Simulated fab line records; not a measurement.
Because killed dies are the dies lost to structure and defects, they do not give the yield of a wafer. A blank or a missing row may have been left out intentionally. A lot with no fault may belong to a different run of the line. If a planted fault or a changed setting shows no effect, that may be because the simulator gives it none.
Matching of chambers ; flow sky130 ; SKY_LI_CONTACT_HDPCVD_00 on hdpcvd-02 has 3 sister chambers
The step deposits PSG, target thk 930 nm, time 155 s. 14 wafers are shown with their chamber, then 7 later ones without.

== WAFERS WITH THEIR CHAMBER ==
wafer;chamber;sih4 flow sccm (sccm)
L702.2;0;59.98
L702.3;1;59.98
L702.5;2;59.91
L704.1;1;60.10
L704.2;0;59.84
L704.3;2;59.93
L708.1;0;59.92
L708.3;1;59.83
L708.4;1;59.82
L718.1;1;59.99
L718.2;2;60.09
L718.3;0;59.99
L719.1;1;59.66
L719.3;0;60.13

SIGNATURES (means of the wafers above)
reading;chamber 0;chamber 1;chamber 2;scatter within a chamber
sih4 flow sccm;59.9720;59.8967;59.9767;0.131
Rule: a wafer's distance from a chamber is the root of the sum, over the readings, of the square of ((its reading less the chamber's mean) divided by the reading's scatter). The wafer belongs to the nearest chamber; if the next one is less than 2 further off, it can't be placed. The scatter is the square root of a quotient: the sum, over the shown wafers, of each reading's squared deviation from its chamber's mean, divided by wafers minus chambers.

== WAFERS WHOSE CHAMBER IS MISSING ==
wafer;sih4 flow sccm (sccm)
L719.4;59.78
L720.2;59.91
L720.3;59.89
L720.4;59.57
L722.1;59.79
L722.2;59.75
L722.4;59.76

== WHICH CHAMBER EACH WENT THROUGH ==
wafer;from the rows above;in truth
L719.4;can't be placed: 1 or 0 or 2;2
L720.2;can't be placed: 1 or 0 or 2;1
L720.3;can't be placed: 1 or 0 or 2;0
L720.4;can't be placed: 1 or 0 or 2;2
L722.1;can't be placed: 1 or 0 or 2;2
L722.2;can't be placed: 1 or 0 or 2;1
L722.4;can't be placed: 1 or 0 or 2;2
Correctly placed: 0 of 7. Cannot be placed on the basis of these rows: 7; the candidates contain the true chamber in 7. Wrongly placed: 0.
